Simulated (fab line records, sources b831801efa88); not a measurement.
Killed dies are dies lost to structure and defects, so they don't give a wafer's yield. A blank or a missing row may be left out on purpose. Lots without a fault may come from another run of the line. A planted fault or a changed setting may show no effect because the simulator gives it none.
Problem report in the 8D (eight disciplines) form, filled by code | flow sky130 | the parts of the form that need people (team, actions taken, sign-off) are left out

1. THE PROBLEM
zone_power_centre_pct at SKY_SONOS_ONO_CVD_04 reads a mean of 23.27 % on 6 wafers of 2 lots; wafers without a fault read 16.69 % with a standard deviation of 0.17. That is +39 standard deviations from the usual mean.
The step: deposits SiO2 from SiH4/N2O, target thk 5.7199 nm.
First seen on wafer L382.2, day 12 18:46, on lpcvd-03. The record holds 12 wafers of 4 lots with a number at this step. Rule for "out", or "out of limits": more than 4 standard deviations from the usual mean. The other wafers with a number count as sound.

2. WHAT IT IS AND WHAT IT IS NOT
question                    | is                                                                                   | is not
which readings at this step | zone_power_centre_pct, spike_tc_centre_C, zone_power_lower_pct, zone_power_upper_pct | zone_power_bottom_pct
which lots                  | L382, L383                                                                           | L391, L394
which wafers of those lots  | all that have a number                                                               | -
read on which tools         | lpcvd-03                                                                             | -
when                        | from day 12 18:46                                                                    | up to then (0 sound wafers); but 6 sound wafers of L391, L394 came after

3. SUSPECTS, AND WHAT RULES EACH OUT
Counting: a tool at a process step up to the reading stays a suspect if it ran every lot that is out and no sound lot after the first of them.
- lpcvd-03 at SKY_SONOS_ONO_CVD_04 (deposits SiO2 from SiH4/N2O, target thk 5.7199 nm): ruled out as a lasting fault. Sound lots L391, L394 ran on it after its first lot that is out, L382 (day 12 18:46).
Left after counting: nothing in the record.

4. THE CAUSE (what the simulator had put in)
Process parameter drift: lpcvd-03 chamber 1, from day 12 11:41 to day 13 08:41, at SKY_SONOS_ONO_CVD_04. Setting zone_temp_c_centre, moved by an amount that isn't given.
Counting ruled it out, wrongly.

5. THE CHAIN OF EFFECTS, in route order
Each row: a reading whose mean over the struck wafers that have a number lies more than 3 standard deviations from the usual. Only readings for which the record gives a usual standard deviation are gone through. hours: the time from each lot's start at the first step in this table that gives one to its start at this step, as a median over the lots. sigmas: the change in usual standard deviations.
hours | step                 | reading               | usual   | on struck wafers | change | sigmas
0     | SKY_SONOS_ONO_CVD_04 | spike_tc_centre_C     | 901.8 C | 922.7            | +20.9  | +21
0     | SKY_SONOS_ONO_CVD_04 | zone_power_centre_pct | 16.69 % | 23.27            | +6.58  | +39
0     | SKY_SONOS_ONO_CVD_04 | zone_power_lower_pct  | 14.26 % | 11.23            | -3.03  | -23
0     | SKY_SONOS_ONO_CVD_04 | zone_power_upper_pct  | 16.6 %  | 12.4             | -4.2   | -4.2
The process steps in it:
- SKY_SONOS_ONO_CVD_04: deposits SiO2 from SiH4/N2O, target thk 5.7199 nm.

6. WHAT WOULD HAVE CAUGHT IT SOONER
In this record the first reading out of limits was taken at day 12 18:46, 7 hours after the fault began at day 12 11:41.
